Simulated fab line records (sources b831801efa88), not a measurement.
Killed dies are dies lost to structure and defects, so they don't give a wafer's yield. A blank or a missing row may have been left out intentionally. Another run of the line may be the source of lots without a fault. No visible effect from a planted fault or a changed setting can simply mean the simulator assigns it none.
Struck lot and sound lot, side by side | flow sfq-line | 23 steps out of a route of 325
Sound: these wafers, L336.2, L336.3, L336.5. Struck: wafer L348.2. (L348.3, L348.5 of the same lot were not struck and are left out.) The cause comes at the end.
Per side, at each step with rows, come the tool, then ch with its chambers, and then its first start. Under that, the readings that differ: sound wafers | struck wafers | difference of the means | sigmas: that difference in standard deviations of wafers without a fault.
alike: a reading whose means differ by less than 2 such deviations, as well as words and numbers matching on both sides. not compared: withheld readings; readings where some wafer has no value; bounds like >300 that might hide an equal value; numbers whose values overlap and for which the record gives no deviation.
Wherever a step has rows on one side only, a row that says differs or no value, or a row with sigmas, the two part there. Numbers that don't overlap but have no deviation are shown without sigmas and don't part them. A reading missing from all wafers of one side parts the sides only when that side holds two or more wafers.

SFQ_L0_RS_MEAS_901: measures by four-point-probe.
  sound on film-metro-02, day 2 08:35; struck on film-metro-03, day 4 20:35
  alike: L0_MONX_KI_RS
SFQ_L0_THK_MEAS_902: measures by xrf.
  sound on film-metro-02, day 2 08:41; struck on film-metro-03, day 4 20:41
  alike: L0_MONX_KI_THK
then, 6 steps without rows for these wafers: SFQ_TRILAYER_L0_LITHO_COAT_010 (resist thk 62 nm); SFQ_TRILAYER_L0_LITHO_COAT_005 (resist thk 600 nm); SFQ_TRILAYER_L0_LITHO_SOFTBAKE_009; SFQ_TRILAYER_L0_LITHO_EXPOSE_006 (exposes mask L0, target cd 2000 nm); SFQ_TRILAYER_L0_LITHO_PEB_008 (peb time 60 s); SFQ_TRILAYER_L0_LITHO_DEVELOP_007 (time 60 s).
SFQ_TRILAYER_L0_BARC_OPEN_METAL_ETCH_010: etches BARC in O2, target depth 125 nm, time 41.7 s.
  sound on rie-metal-01 ch 0, day 3 02:55; struck on rie-metal-02 ch 1, day 5 12:29
  reading                     | sound       | struck | difference                   | sigmas
  drypump-motor-current-A (A) | 5.9 5.8 5.8 | 4.8    | -1.0                         | -2
  rf-hours-counter-h (h)      | - - -       | 2      | no value on the sound wafers |
  alike: bias-w, oes-product-au
SFQ_TRILAYER_L0_ETCH_METAL_ETCH_008: etches MoNx KI in SF6/O2, stops on SiO2, target depth 50 nm, time 25 s.
  sound on rie-metal-01 ch 0, day 3 03:01; struck on rie-metal-02 ch 1, day 5 12:33
  reading                     | sound       | struck | difference                   | sigmas
  drypump-motor-current-A (A) | 5.9 5.8 5.9 | 4.8    | -1.1                         | -2
  rf-hours-counter-h (h)      | - - -       | 2      | no value on the sound wafers |
  alike: bias-w, oes-product-au
SFQ_TRILAYER_L0_STRIP_STRIP_009: strips in O2.
  sound on rie-metal-01 ch 0, day 3 03:18; struck on rie-metal-02 ch 1, day 5 12:36
  reading                     | sound       | struck | difference                   | sigmas
  drypump-motor-current-A (A) | 5.9 5.8 5.9 | 4.8    | -1.1                         | -2
  rf-hours-counter-h (h)      | - - -       | 2      | no value on the sound wafers |
  alike: oes-product-au
then, 1 step without rows for these wafers: SFQ_TRILAYER_L0_STRIP_SOLV_CLEAN_010 (cleans in NMP, time 600 s).
SFQ_TRILAYER_L0_CAP_PECVD_011: deposits SiO2 from SiH4/N2O, time 13.333 s, target thk 60 nm.
  sound on pecvd-01 ch 1,2, day 3 04:29; struck on pecvd-03 ch 2, day 5 13:22
  reading                | sound          | struck | difference | sigmas
  heater-power-w (W)     | 90 100 97      | 72     | -24        | -2
  throttle-valve-pct (%) | 23.5 22.7 22.5 | 26.1   | +3.2       | +2
  not compared: since-wet-clean-h
then, 6 steps without rows for these wafers: SFQ_TRILAYER_L0_VIA_LITHO_COAT_018 (resist thk 62 nm); SFQ_TRILAYER_L0_VIA_LITHO_COAT_013 (resist thk 650 nm); SFQ_TRILAYER_L0_VIA_LITHO_SOFTBAKE_017; SFQ_TRILAYER_L0_VIA_LITHO_EXPOSE_014 (exposes mask L0V, target cd 700 nm); SFQ_TRILAYER_L0_VIA_LITHO_PEB_016 (peb time 60 s); SFQ_TRILAYER_L0_VIA_LITHO_DEVELOP_015 (time 60 s).
-- the record jumps here: 3 days lie between the struck wafers' starts before and after --
SFQ_L0V_OVL_MEAS_903:
  sound on overlay-02, day 6 05:16; struck on overlay-02, day 8 21:25
  reading      | sound | struck | difference | sigmas
  L0V_OVL (nm) | 4 9 8 | -5     | -12        | -2
SFQ_TRILAYER_L0_VIA_BARC_OPEN_VIA_ETCH_021: etches BARC in O2, target depth 125 nm, time 41.7 s.
  sound on rie-diel-04 ch 0,1,2, day 6 05:18; struck on rie-diel-04 ch 2, day 8 21:27
  reading    | sound             | struck | difference | sigmas
  bias-w (W) | 79.88 80.13 79.52 | 80.41  | +0.57      | +2
  alike: drypump-motor-current-A, oes-product-au
  not compared: rf-hours-counter-h
SFQ_TRILAYER_L0_VIA_ETCH_VIA_ETCH_016: etches SiO2 in CHF3, stops on MoNx KI, target depth 80 nm.
  sound on rie-diel-04 ch 0,1,2, day 6 05:20; struck on rie-diel-04 ch 2, day 8 21:29
  reading               | sound             | struck | difference | sigmas
  oes-product-au (a.u.) | 0.844 0.843 0.832 | 0.779  | -0.061     | -8
  alike: bias-w, drypump-motor-current-A
SFQ_TRILAYER_L0_VIA_STRIP_STRIP_017: strips in O2.
  sound on rie-metal-03 ch 0, day 6 05:23; struck on rie-metal-03 ch 1, day 8 21:32
  alike: drypump-motor-current-A, oes-product-au
  not compared: rf-hours-counter-h

## WHERE THEY PART
At SFQ_TRILAYER_L0_BARC_OPEN_METAL_ETCH_010 first; at SFQ_TRILAYER_L0_VIA_ETCH_VIA_ETCH_016 last (within this record only). Later steps at which nothing parts them and some readings are alike: SFQ_TRILAYER_L0_VIA_STRIP_STRIP_017.

WHY: what had been put in by the simulator
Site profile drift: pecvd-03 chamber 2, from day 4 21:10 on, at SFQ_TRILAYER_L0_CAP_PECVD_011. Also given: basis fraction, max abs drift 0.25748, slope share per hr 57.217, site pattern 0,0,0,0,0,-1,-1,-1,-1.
